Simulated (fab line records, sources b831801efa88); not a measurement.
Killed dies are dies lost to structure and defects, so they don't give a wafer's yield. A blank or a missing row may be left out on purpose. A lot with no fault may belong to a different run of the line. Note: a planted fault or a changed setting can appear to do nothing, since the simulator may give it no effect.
fab line records	flow sky130	part 1 of 2: steps 1 to 30 of 41
record: lots: 5	wafers: 15	last_day: 52
route steps=708 shown POLY_GATE@218 LDD_N@237 LDD_P@255
lots with no fault: from the same line, run without faults
start_h: hours from the record's opening day to when the first of the lot's shown wafers began	wait_h: hours elapsed since this lot's preceding step	" same as the row above	L1.1+2: one row covering several wafers at once	- no value, or no start was given	* or withheld: withheld	< > ~ a bound
route shown NAME@n: names a module that has steps shown in the file, with the first one's number in the route	usual: mean/standard deviation taken from wafers without a fault	same: alike in all rows	chamber/n: place in a boat	sites: the reading at each site	_std_site: their standard deviation	_edge_site: the outer-site mean with the inner-site mean subtracted	radius_mm: for every site, how far away it sits from the centre of the wafer	mask NAME#n: copy n	behind: the most recent tool/chamber to have shaped the wafer	hold: why the lot went on hold/how many hours it stayed there/how the hold came to an end	device: transistor that didn't switch, given as n, p or np	end of line: the tests these same wafers got at the end of their route	a step without rows: its recipe alone	killed: dies that structure and defects cost at the first sort, which is not the same as the wafer's yield	map: shows each die of a wafer: x if killed, . if not, _ if none is there
set.NAME: the setting as run; set.NAME@STEP: as run at that earlier step	model.NAME: the simulator's own value behind a step, which no gauge read
lots at selected steps of the route; one table per step, one row per wafer
services: from which hour (start_h, from the record's first day; less than 0 if before it) a tool's chamber was out of use, for how many hours, and why
== steps ==
step: SKY_POLY_GATE_THK_MEAS_04
recipe: reads: Si3N4_of_POLY_GATE_CVD_03
usual: POLY_GATE_CVD_03_THK: 74.5/0.68
lot.wafer	tool	chamber	start_h	wait_h	POLY_GATE_CVD_03_THK[nm]
L074.2	film_metro-03	-	371.18	0.1	75.1
L074.4	"	-	"	"	75.9
L074.6	"	-	"	"	75.5
L076.1	film_metro-02	-	382.67	0.0	74.7
L076.3	"	-	"	"	73.9
L076.6	"	-	"	"	74.7
L084.2	film_metro-04	-	404.01	0.1	74.1
L084.4	"	-	"	"	73.9
L084.6	"	-	"	"	74.3
L088.1	film_metro-04	-	552.09	0.0	76.4
L088.3	"	-	"	"	76.1
L088.6	"	-	"	"	75.6
L095.1	film_metro-02	-	578.61	0.0	74.2
L095.2	"	-	"	"	73.9
L095.3	"	-	"	"	73.9
step: SKY_POLY_GATE_DEHYDRATE_05
recipe: temp_c: 200	time_s: 60
lot.wafer	tool	chamber	start_h	wait_h
L074.2+4+6	litho_track-03	0	384.55	13.4
L076.1+3+6	litho_track-01	0	397.65	15.0
L084.2+4+6	litho_track-01	0	418.37	14.4
L088.1+3+6	litho_track-01	0	566.69	14.6
L095.1+2+3	litho_track-02	0	592.59	14.0
step: SKY_POLY_GATE_HMDS_06
recipe: prime_time_s: 60	prime_temp_c: 120
lot.wafer	tool	chamber	start_h	wait_h
L074.2+4+6	litho_track-03	0	384.70	0.1
L076.1+3+6	litho_track-01	0	397.80	0.1
L084.2+4+6	litho_track-01	0	418.52	0.1
L088.1+3+6	litho_track-01	0	566.84	0.1
L095.1+2+3	litho_track-02	0	592.74	0.1
step: SKY_POLY_GATE_COAT_07
recipe: resist: BARC	temp_c: withheld	time_s: withheld	spin_rpm: 3000	resist_thk_nm: 110
lot.wafer	tool	chamber	start_h	wait_h
L074.2+4+6	litho_track-03	0	384.85	0.1
L076.1+3+6	litho_track-01	0	397.95	0.1
L084.2+4+6	litho_track-01	0	418.67	0.1
L088.1+3+6	litho_track-01	0	566.99	0.1
L095.1+2+3	litho_track-02	0	592.89	0.1
step: SKY_POLY_GATE_COAT_08
recipe: resist: KrF-thick	spin_rpm: 3000	resist_thk_nm: 450
lot.wafer	tool	chamber	start_h	wait_h
L074.2+4+6	litho_track-03	0	-	-
L076.1+3+6	litho_track-01	0	-	-
L084.2+4+6	litho_track-01	0	-	-
L088.1+3+6	litho_track-01	0	-	-
L095.1+2+3	litho_track-02	0	-	-
step: SKY_POLY_GATE_SOFTBAKE_09
recipe: temp_c: 100	time_s: 90	resist: KrF-thick
lot.wafer	tool	chamber	start_h	wait_h
L074.2+4+6	litho_track-03	0	-	-
L076.1+3+6	litho_track-01	0	-	-
L084.2+4+6	litho_track-01	0	-	-
L088.1+3+6	litho_track-01	0	-	-
L095.1+2+3	litho_track-02	0	-	-
step: SKY_POLY_GATE_EXPOSE_10
recipe: mask_id: P1M	na: 0.68	source_shape: conventional	sigma_outer: 0.6	target_cd_nm: 150	dose_mj: 28
lot.wafer	tool	chamber	start_h	wait_h	mask
L074.2+4+6	krf_scanner-02	0	-	-	P1M#0
L076.1+3+6	krf_scanner-01	0	-	-	P1M#0
L084.2+4+6	krf_scanner-01	0	-	-	P1M#0
L088.1+3+6	krf_scanner-01	0	-	-	P1M#0
L095.1+2+3	krf_scanner-01	0	-	-	P1M#0
step: SKY_POLY_GATE_PEB_11
recipe: peb_temp_c: withheld	peb_time_s: withheld	resist: KrF-thick
lot.wafer	tool	chamber	start_h	wait_h
L074.2+4+6	litho_track-02	0	-	-
L076.1+3+6	litho_track-03	0	-	-
L084.2+4+6	litho_track-02	0	-	-
L088.1+3+6	litho_track-02	0	-	-
L095.1+2+3	litho_track-03	0	-	-
step: SKY_POLY_GATE_DEVELOP_12
recipe: develop_time_s: 60	resist: KrF-thick	dev_temp_c: 21
usual: developer_temp_C: 20.99/0.091
same: develop_time_s: 60
lot.wafer	tool	chamber	start_h	wait_h	developer_temp_C
L074.2	litho_track-02	0	-	-	21.04
L074.4	"	0	"	"	20.93
L074.6	"	0	"	"	21.04
L076.1	litho_track-03	0	-	-	21.00
L076.3	"	0	"	"	21.07
L076.6	"	0	"	"	21.04
L084.2	litho_track-02	0	-	-	20.92
L084.4	"	0	"	"	20.90
L084.6	"	0	"	"	20.98
L088.1	litho_track-02	0	-	-	21.01
L088.3	"	0	"	"	21.12
L088.6	"	0	"	"	20.95
L095.1	litho_track-03	0	-	-	21.04
L095.2	"	0	"	"	21.02
L095.3	"	0	"	"	21.13
step: SKY_POLY_GATE_CD_MEAS_13
recipe: target_cd_nm: 150
usual: cd_nm: 150.1/0.95
lot.wafer	tool	chamber	start_h	wait_h	cd_nm
L074.2	cd_sem-02	-	401.06	-	150.0
L074.4	"	-	"	"	150.1
L074.6	"	-	"	"	150.9
L076.1	cd_sem-01	-	413.12	-	150.1
L076.3	"	-	"	"	150.6
L076.6	"	-	"	"	150.6
L084.2	cd_sem-02	-	434.81	-	150.7
L084.4	"	-	"	"	149.4
L084.6	"	-	"	"	149.9
L088.1	cd_sem-01	-	582.44	-	150.1
L088.3	"	-	"	"	149.7
L088.6	"	-	"	"	150.0
L095.1	cd_sem-01	-	609.17	-	149.2
L095.2	"	-	"	"	147.9
L095.3	"	-	"	"	149.1
step: SKY_POLY_GATE_OVL_MEAS_14
usual: POLY_GATE_OVL: 1/6.1
lot.wafer	tool	chamber	start_h	wait_h	POLY_GATE_OVL[nm]
L074.2	overlay-02	-	401.16	0.1	8
L074.4	"	-	"	"	12
L074.6	"	-	"	"	12
L076.1	overlay-01	-	413.24	0.1	-1
L076.3	"	-	"	"	8
L076.6	"	-	"	"	3
L084.2	overlay-02	-	434.92	0.1	-7
L084.4	"	-	"	"	-2
L084.6	"	-	"	"	-8
L088.1	overlay-01	-	582.56	0.1	-3
L088.3	"	-	"	"	3
L088.6	"	-	"	"	0
L095.1	overlay-02	-	609.29	0.1	-6
L095.2	"	-	"	"	-2
L095.3	"	-	"	"	-7
step: SKY_POLY_GATE_ETCH_15
recipe: chemistry: N2/H2	target: BARC	ion_energy_ev: 200	source_w: 500	bias_w: 100	pressure_mtorr: 30	n2_flow_sccm: 100	h2_flow_sccm: 200	stop_on: SiO2	time_s: 118.5	target_depth_a: 1100
usual: drypump_motor_current_A: 5.8/0.59	oes_product_au: 0.716/0.0046	throttle_valve_pct: 13.212/0.0085
lot.wafer	tool	chamber	start_h	wait_h	drypump_motor_current_A	oes_product_au	rf_hours_counter_h	throttle_valve_pct
L074.2	rie_diel-01	2	401.19	0.0	5.5	0.714	5	13.223
L074.4	"	3	"	"	5.0	0.718	105	13.199
L074.6	"	3	"	"	5.0	0.714	-	13.215
L076.1	rie_diel-01	1	413.28	0.0	5.8	0.718	11	13.216
L076.3	"	2	"	"	5.5	0.716	5	13.202
L076.6	"	2	"	"	5.5	0.713	-	13.220
L084.2	rie_diel-03	3	434.95	0.0	6.3	0.714	12	13.206
L084.4	"	0	"	"	5.3	0.714	21	13.207
L084.6	"	3	"	"	6.3	0.713	-	13.222
L088.1	rie_diel-03	3	582.60	0.0	6.3	0.722	14	13.213
L088.3	"	1	"	"	6.5	0.714	4	13.217
L088.6	"	0	"	"	5.3	0.716	-	13.207
L095.1	rie_diel-01	3	609.33	0.0	5.0	0.714	3	13.226
L095.2	"	0	"	"	5.2	0.715	4	13.211
L095.3	"	1	"	"	5.8	0.721	15	13.209
step: SKY_POLY_GATE_ETCH_16
recipe: stop_on: poly-Si	chemistry: CH3F/O2	target: Si3N4	source_w: 400	bias_w: 80	pressure_mtorr: 25	ch3f_flow_sccm: 40	O2_flow_sccm: 30	time_s: 147.5	target_depth_a: 750
usual: drypump_motor_current_A: 5.8/0.59	oes_product_au: 0.638/0.0054	throttle_valve_pct: 10.534/0.0096
lot.wafer	tool	chamber	start_h	wait_h	drypump_motor_current_A	oes_product_au	rf_hours_counter_h	throttle_valve_pct
L074.2	rie_diel-01	2	401.28	0.0	5.5	0.645	5	10.551
L074.4	"	3	"	"	5.0	0.642	105	10.527
L074.6	"	3	"	"	5.0	0.647	-	10.536
L076.1	rie_diel-01	1	413.36	0.0	5.8	0.638	11	10.528
L076.3	"	2	"	"	5.5	0.630	5	10.537
L076.6	"	2	"	"	5.5	0.646	-	10.523
L084.2	rie_diel-03	3	435.03	0.0	6.3	0.640	12	10.532
L084.4	"	0	"	"	5.3	0.631	21	10.538
L084.6	"	3	"	"	6.3	0.633	-	10.531
L088.1	rie_diel-03	3	582.68	0.0	6.3	0.642	14	10.523
L088.3	"	1	"	"	6.4	0.647	4	10.539
L088.6	"	0	"	"	5.3	0.645	-	10.541
L095.1	rie_diel-01	3	609.41	0.0	5.0	0.640	3	10.541
L095.2	"	0	"	"	5.2	0.639	4	10.529
L095.3	"	1	"	"	5.8	0.634	15	10.534
step: SKY_POLY_GATE_ETCH_17
recipe: target_depth_nm: 180	stop_on: SiO2	over_etch_frac: 0.56667	chemistry: HBr/Cl2	target: poly-Si	icp_w: 400	bias_w: 100	pressure_mtorr: 10	HBr_flow_sccm: 150	Cl2_flow_sccm: 50	time_s: 70.5
usual: drypump_motor_current_A: 5.9/0.3	he_backside_leak_sccm: 2.67/0.17	oes_product_au: 0.979/0.0088	throttle_valve_pct: 33.684/0.0093
lot.wafer	tool	chamber	start_h	wait_h	drypump_motor_current_A	he_backside_leak_sccm	oes_product_au	rf_hours_counter_h	throttle_valve_pct
L074.2	rie_si-02	2	401.37	0.0	6.3	2.33	0.990	0	33.689
L074.4	"	1	"	"	5.5	2.56	0.973	4	33.697
L074.6	"	3	"	"	5.9	2.60	0.982	-	33.672
L076.1	rie_si-02	3	413.46	0.0	5.9	2.87	0.985	22	33.667
L076.3	"	1	"	"	5.5	2.72	0.972	4	33.674
L076.6	"	2	"	"	6.3	2.35	0.981	-	33.680
L084.2	rie_si-02	2	435.13	0.0	6.3	2.13	0.975	1	33.687
L084.4	"	0	"	"	5.6	2.74	0.958	2	33.683
L084.6	"	3	"	"	5.9	2.76	0.984	-	33.672
L088.1	rie_si-01	3	582.78	0.0	6.2	2.42	0.983	3	33.692
L088.3	"	1	"	"	6.3	2.91	0.984	4	33.696
L088.6	"	0	"	"	6.0	2.63	0.983	-	33.695
L095.1	rie_si-02	1	609.51	0.0	5.5	2.42	0.966	5	33.673
L095.2	"	0	"	"	5.6	2.79	0.972	2	33.694
L095.3	"	3	"	"	5.9	2.77	0.978	23	33.695
step: SKY_POLY_GATE_STRIP_18
recipe: chemistry: O2/N2	power_w: 1400	pressure_mtorr: 1500	platen_temp_c: withheld	o2_flow_sccm: 3000	n2_flow_sccm: 300	overash_fraction: 0.5
usual: drypump_motor_current_A: 5.80/0.054	oes_product_au: 0.362/0.0049	strip_time_to_endpoint_s: 3.19/0.055
lot.wafer	tool	chamber	start_h	wait_h	drypump_motor_current_A	oes_product_au	rf_hours_counter_h	strip_time_to_endpoint_s
L074.2	plasma_asher-01	0	401.43	0.0	5.91	0.365	66	3.14
L074.4	"	1	"	"	5.75	0.360	-	3.17
L074.6	"	0	"	"	5.92	0.368	-	3.15
L076.1	plasma_asher-02	0	413.52	0.0	5.81	0.353	72	3.12
L076.3	"	1	"	"	5.76	0.361	-	3.17
L076.6	"	0	"	"	5.81	0.358	-	3.12
L084.2	plasma_asher-02	0	435.19	0.0	5.79	0.363	74	3.20
L084.4	"	0	"	"	5.78	0.369	-	3.25
L084.6	"	1	"	"	5.78	0.365	-	3.22
L088.1	plasma_asher-02	0	582.84	0.0	5.79	0.368	90	3.23
L088.3	"	0	"	"	5.79	0.374	-	3.18
L088.6	"	1	"	"	5.79	0.366	-	3.22
L095.1	plasma_asher-04	0	609.56	0.0	5.80	0.360	46	3.22
L095.2	"	1	"	"	5.85	0.362	46	3.25
L095.3	"	1	"	"	5.79	0.362	-	3.08
step: SKY_POLY_GATE_CLEAN_19
recipe: chemistry: SC1/SC2	mix: 1:4:20	temp_c: 70	time_s: 150	dry: n2_spin
usual: bath_heat_duty_pct: 13.1/1.6
lot.wafer	tool	chamber	start_h	wait_h	bath_heat_duty_pct
L074.2	wet_bench-02	2	401.53	0.1	11.9
L074.4	"	2	"	"	12.6
L074.6	"	2	"	"	12.2
L076.1	wet_bench-02	0	413.62	0.1	14.7
L076.3	"	0	"	"	14.5
L076.6	"	0	"	"	15.4
L084.2	wet_bench-04	3	435.29	0.1	15.2
L084.4	"	3	"	"	15.7
L084.6	"	3	"	"	15.1
L088.1	wet_bench-04	0	582.94	0.1	12.4
L088.3	"	0	"	"	13.3
L088.6	"	0	"	"	13.2
L095.1	wet_bench-02	2	609.66	0.1	12.8
L095.2	"	2	"	"	11.3
L095.3	"	2	"	"	12.0
step: SKY_POLY_GATE_OXIDATION_20
recipe: temp_c: 850	ambient: O2	stabilise_s: 600	purge_s: 300	target_thk_a: 40	ox_time_s: 899
usual: zone_power_centre_pct: 18.6/1.7
lot.wafer	tool	chamber	start_h	wait_h	zone_power_centre_pct
L074.2	furnace-02	0	402.51	0.9	19.7
L074.4	"	0	"	"	19.8
L074.6	"	0	"	"	19.9
L076.1	furnace-02	0	415.00	1.3	20.0
L076.3	"	0	"	"	19.6
L076.6	"	0	"	"	20.1
L084.2	furnace-01	0	435.83	0.5	16.1
L084.4	"	0	"	"	16.0
L084.6	"	0	"	"	16.1
L088.1	furnace-01	0	582.99	0.0	16.3
L088.3	"	0	"	"	16.4
L088.6	"	0	"	"	16.0
L095.1	furnace-02	0	609.89	0.2	19.7
L095.2	"	0	"	"	19.4
L095.3	"	0	"	"	20.0
step: SKY_POLY_GATE_THK_MEAS_21
recipe: reads: SiO2_of_POLY_GATE_OXIDATION_20
usual: POLY_GATE_OXIDATION_THK: 4.02/0.093
lot.wafer	tool	chamber	start_h	wait_h	POLY_GATE_OXIDATION_THK[nm]
L074.2	film_metro-04	-	403.95	0.2	4.01
L074.4	"	-	"	"	4.09
L074.6	"	-	"	"	4.07
L076.1	film_metro-04	-	416.25	0.0	4.19
L076.3	"	-	"	"	4.09
L076.6	"	-	"	"	4.09
L084.2	film_metro-02	-	437.09	0.0	4.10
L084.4	"	-	"	"	4.03
L084.6	"	-	"	"	4.07
L088.1	film_metro-03	-	584.24	0.0	3.94
L088.3	"	-	"	"	3.93
L088.6	"	-	"	"	3.94
L095.1	film_metro-02	-	611.14	0.0	3.90
L095.2	"	-	"	"	3.96
L095.3	"	-	"	"	3.82
step: SKY_POLY_GATE_CD_MEAS_22
usual: cd_nm: 149.3/2.8
lot.wafer	tool	chamber	start_h	wait_h	cd_nm
L074.2	cd_sem-02	-	404.03	0.1	147.1
L074.4	"	-	"	"	148.4
L074.6	"	-	"	"	148.7
L076.1	cd_sem-01	-	416.42	0.2	149.2
L076.3	"	-	"	"	153.5
L076.6	"	-	"	"	152.2
L084.2	cd_sem-01	-	437.17	0.1	146.4
L084.4	"	-	"	"	147.2
L084.6	"	-	"	"	148.0
L088.1	cd_sem-02	-	584.30	0.1	148.8
L088.3	"	-	"	"	144.6
L088.6	"	-	"	"	146.4
L095.1	cd_sem-02	-	611.20	0.1	153.1
L095.2	"	-	"	"	151.5
L095.3	"	-	"	"	153.1
step: SKY_LDD_N_DEHYDRATE_00
recipe: temp_c: 200	time_s: 60
lot.wafer	tool	chamber	start_h	wait_h
L074.2+4+6	litho_track-04	0	418.99	14.9
L076.1+3+6	litho_track-01	0	432.15	15.7
L084.2+4+6	litho_track-01	0	452.92	15.7
L088.1+3+6	litho_track-03	0	598.77	14.4
L095.1+2+3	litho_track-03	0	625.12	13.9
step: SKY_LDD_N_HMDS_01
recipe: prime_time_s: 60	prime_temp_c: 120
lot.wafer	tool	chamber	start_h	wait_h
L074.2+4+6	litho_track-04	0	419.14	0.1
L076.1+3+6	litho_track-01	0	432.30	0.1
L084.2+4+6	litho_track-01	0	453.07	0.1
L088.1+3+6	litho_track-03	0	598.92	0.1
L095.1+2+3	litho_track-03	0	625.27	0.1
step: SKY_LDD_N_COAT_02
recipe: resist: NOVOLAK	spin_rpm: 3000	resist_thk_nm: 300
lot.wafer	tool	chamber	start_h	wait_h
L074.2+4+6	litho_track-04	0	419.29	0.1
L076.1+3+6	litho_track-01	0	432.45	0.1
L084.2+4+6	litho_track-01	0	453.22	0.1
L088.1+3+6	litho_track-03	0	599.07	0.1
L095.1+2+3	litho_track-03	0	625.42	0.1
step: SKY_LDD_N_SOFTBAKE_03
recipe: temp_c: 90	time_s: 60	resist: NOVOLAK
lot.wafer	tool	chamber	start_h	wait_h
L074.2+4+6	litho_track-04	0	419.44	0.1
L076.1+3+6	litho_track-01	0	432.60	0.1
L084.2+4+6	litho_track-01	0	453.37	0.1
L088.1+3+6	litho_track-03	0	599.22	0.1
L095.1+2+3	litho_track-03	0	625.57	0.1
step: SKY_LDD_N_EXPOSE_04
recipe: mask_id: NTM	target_cd_nm: 840	na: 0.6	source_shape: conventional	sigma_outer: 0.6	dose_mj: 110
lot.wafer	tool	chamber	start_h	wait_h	mask
L074.2+4+6	iline_stepper-01	0	-	-	NTM#0
L076.1+3+6	iline_stepper-02	0	-	-	NTM#0
L084.2+4+6	iline_stepper-02	0	-	-	NTM#0
L088.1+3+6	iline_stepper-01	0	-	-	NTM#0
L095.1+2+3	iline_stepper-02	0	-	-	NTM#0
step: SKY_LDD_N_PEB_05
recipe: temp_c: withheld	time_s: *	resist: NOVOLAK
lot.wafer	tool	chamber	start_h	wait_h
L074.2+4+6	litho_track-04	0	-	-
L076.1+3+6	litho_track-04	0	-	-
L084.2+4+6	litho_track-01	0	-	-
L088.1+3+6	litho_track-04	0	-	-
L095.1+2+3	litho_track-01	0	-	-
step: SKY_LDD_N_DEVELOP_06
recipe: develop_time_s: 60	dev_temp_c: 23
usual: developer_temp_C: 22.99/0.1
same: develop_time_s: 60
lot.wafer	tool	chamber	start_h	wait_h	developer_temp_C
L074.2	litho_track-04	0	434.99	0.1	22.86
L074.4	"	0	"	"	22.97
L074.6	"	0	"	"	22.77
L076.1	litho_track-04	0	447.57	0.1	23.11
L076.3	"	0	"	"	22.95
L076.6	"	0	"	"	23.07
L084.2	litho_track-01	0	468.72	0.1	23.12
L084.4	"	0	"	"	23.02
L084.6	"	0	"	"	23.08
L088.1	litho_track-04	0	614.77	0.1	23.09
L088.3	"	0	"	"	22.91
L088.6	"	0	"	"	23.03
L095.1	litho_track-01	0	640.54	0.1	22.80
L095.2	"	0	"	"	22.99
L095.3	"	0	"	"	23.03
step: SKY_LDD_N_OVL_MEAS_07
usual: LDD_N_OVL: -1.1/1.7
lot.wafer	tool	chamber	start_h	wait_h	LDD_N_OVL[nm]
L074.2	overlay-02	-	435.12	0.1	-1.9
L074.4	"	-	"	"	-0.3
L074.6	"	-	"	"	-0.5
L076.1	overlay-01	-	447.72	0.1	-2.0
L076.3	"	-	"	"	-0.3
L076.6	"	-	"	"	-1.7
L084.2	overlay-01	-	468.85	0.1	-3.8
L084.4	"	-	"	"	-1.7
L084.6	"	-	"	"	-1.9
L088.1	overlay-01	-	614.92	0.1	0.4
L088.3	"	-	"	"	3.3
L088.6	"	-	"	"	2.5
L095.1	overlay-01	-	640.69	0.1	-2.3
L095.2	"	-	"	"	-5.3
L095.3	"	-	"	"	-1.4
step: SKY_LDD_N_IMPLANT_08
recipe: species: As	energy_kev: 20	dose_cm2: 7.5e+13	tilt_deg: withheld	rotation_deg: 23
usual: beam_energy_keV: 19.999/0.0066
lot.wafer	tool	chamber	start_h	wait_h	beam_energy_keV
L074.2	implanter-02	0	435.18	0.0	19.990
L074.4	"	0	"	"	19.985
L074.6	"	0	"	"	19.988
L076.1	implanter-02	0	447.75	0.0	19.993
L076.3	"	0	"	"	19.994
L076.6	"	0	"	"	19.999
L084.2	implanter-04	0	469.33	0.5	19.994
L084.4	"	0	"	"	19.989
L084.6	"	0	"	"	20.006
L088.1	implanter-02	0	614.95	0.0	20.001
L088.3	"	0	"	"	20.002
L088.6	"	0	"	"	20.005
L095.1	implanter-04	0	640.73	0.0	19.985
L095.2	"	0	"	"	19.995
L095.3	"	0	"	"	19.989
step: SKY_LDD_N_IMPLANT_09
recipe: species: As	energy_kev: 20	dose_cm2: 7.5e+13	tilt_deg: withheld	rotation_deg: 113
usual: beam_energy_keV: 20.003/0.0066
lot.wafer	tool	chamber	start_h	wait_h	beam_energy_keV
L074.2	implanter-02	0	435.33	0.1	19.992
L074.4	"	0	"	"	19.981
L074.6	"	0	"	"	19.997
L076.1	implanter-02	0	447.90	0.1	20.002
L076.3	"	0	"	"	19.989
L076.6	"	0	"	"	20.000
L084.2	implanter-04	0	469.48	0.1	20.006
L084.4	"	0	"	"	19.998
L084.6	"	0	"	"	20.014
L088.1	implanter-02	0	615.10	0.1	20.005
L088.3	"	0	"	"	19.997
L088.6	"	0	"	"	19.997
L095.1	implanter-04	0	640.88	0.1	19.992
L095.2	"	0	"	"	20.004
L095.3	"	0	"	"	20.000
step: SKY_LDD_N_IMPLANT_10
recipe: species: As	energy_kev: 20	dose_cm2: 7.5e+13	tilt_deg: withheld	rotation_deg: 203
usual: beam_energy_keV: 20.001/0.0069
lot.wafer	tool	chamber	start_h	wait_h	beam_energy_keV
L074.2	implanter-02	0	435.48	0.1	19.994
L074.4	"	0	"	"	19.995
L074.6	"	0	"	"	19.993
L076.1	implanter-02	0	448.05	0.1	19.996
L076.3	"	0	"	"	19.993
L076.6	"	0	"	"	20.000
L084.2	implanter-04	0	469.63	0.1	20.003
L084.4	"	0	"	"	20.006
L084.6	"	0	"	"	20.015
L088.1	implanter-02	0	615.25	0.1	20.013
L088.3	"	0	"	"	20.001
L088.6	"	0	"	"	20.009
L095.1	implanter-04	0	641.03	0.1	19.993
L095.2	"	0	"	"	19.998
L095.3	"	0	"	"	20.007
